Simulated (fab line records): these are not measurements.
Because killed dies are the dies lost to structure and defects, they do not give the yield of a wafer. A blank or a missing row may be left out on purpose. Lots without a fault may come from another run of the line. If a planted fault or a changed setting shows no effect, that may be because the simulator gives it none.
8D (eight disciplines) problem report, filled in by code :: flow sky130 :: the parts of the form that need people (team, actions taken, sign-off) are left out

== 1. WHAT IS WRONG ==
Wafers without a fault read 16, standard deviation 4.3; killedAtFrontEnd at SKY_PAD_OPEN_PROBE_99 reads a mean of 66 on 9 wafers belonging to 3 lots. That puts it +12 standard deviations away from the usual mean.
First seen on wafer L600.1, day 50 05:14, on prober-02. Wafers with a number at this step in the record: 12, from 4 lots. Rule for "out", or "out of limits": more than 4 standard deviations from the usual mean. All remaining wafers that have a number are taken as sound.

== 2. WHAT IT IS, AND WHAT IT ISN'T ==
question: which readings at this step
is: killedAtFrontEnd
is not: killed_at_M0_to_M3, killed_at_M4_up, killedAtContacts, killedOpen, killedShort

question: which lots
is: L600, L603, L605
is not: L588

question: which wafers of those lots
is: all that have a number
is not: -

question: read on which tools
is: prober-01, prober-02
is not: -

question: when
is: from day 50 05:14
is not: up to then (3 sound wafers)

== 3. THE SUSPECTS, EACH WITH WHAT RULES IT OUT ==
Counting: a tool at any process step up to the reading remains a suspect when it ran all the lots that are out and ran no sound lot after the first of those.
- wetBench-04 at SKY_FIELD_ISO_WET_ETCH_21 (etches SiO2 in dHF, target depth 20 nm, time 400 s): kept. It ran every lot that is out, first L600 (day 5 22:43), and no sound lot after that.
The count leaves wetBench-04 at SKY_FIELD_ISO_WET_ETCH_21.

== 4. THE CAUSE (what the simulator had put in) ==
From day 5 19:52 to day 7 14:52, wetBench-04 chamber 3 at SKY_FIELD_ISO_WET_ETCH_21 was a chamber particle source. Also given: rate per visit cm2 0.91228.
After counting, this tool was the only one left.

== 5. SEQUENCE OF EFFECTS, ordered by route ==
Each row: a reading whose mean over the struck wafers that have a number lies more than 3 standard deviations from the usual. Scope: only readings with a usual standard deviation given in the record; hours: median across lots of the time from each lot's start at the first step in this table that gives one to its start at this step; sigmas: change in usual standard deviations.
hours: 0
step: SKY_PAD_OPEN_PROBE_99
reading: killedAtFrontEnd
usual: 16
on struck wafers: 66
change: +50
sigmas: +12

hours: 0
step: SKY_PAD_OPEN_PROBE_99
reading: killedDies
usual: 88
on struck wafers: 137
change: +49
sigmas: +5.2
It contains these process steps:
- SKY_PAD_OPEN_PROBE_99

== 6. HOW IT WOULD HAVE BEEN CAUGHT EARLIER ==
The fault began at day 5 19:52; the first out-of-limits reading in this record came at day 50 05:14, 1065 hours later.
The start of SKY_FIELD_ISO_WET_ETCH_21 on wetBench-04 came by day 50 05:14 for every one of the lots that are out (3). None of them would have been spared by holding the tool at that moment.
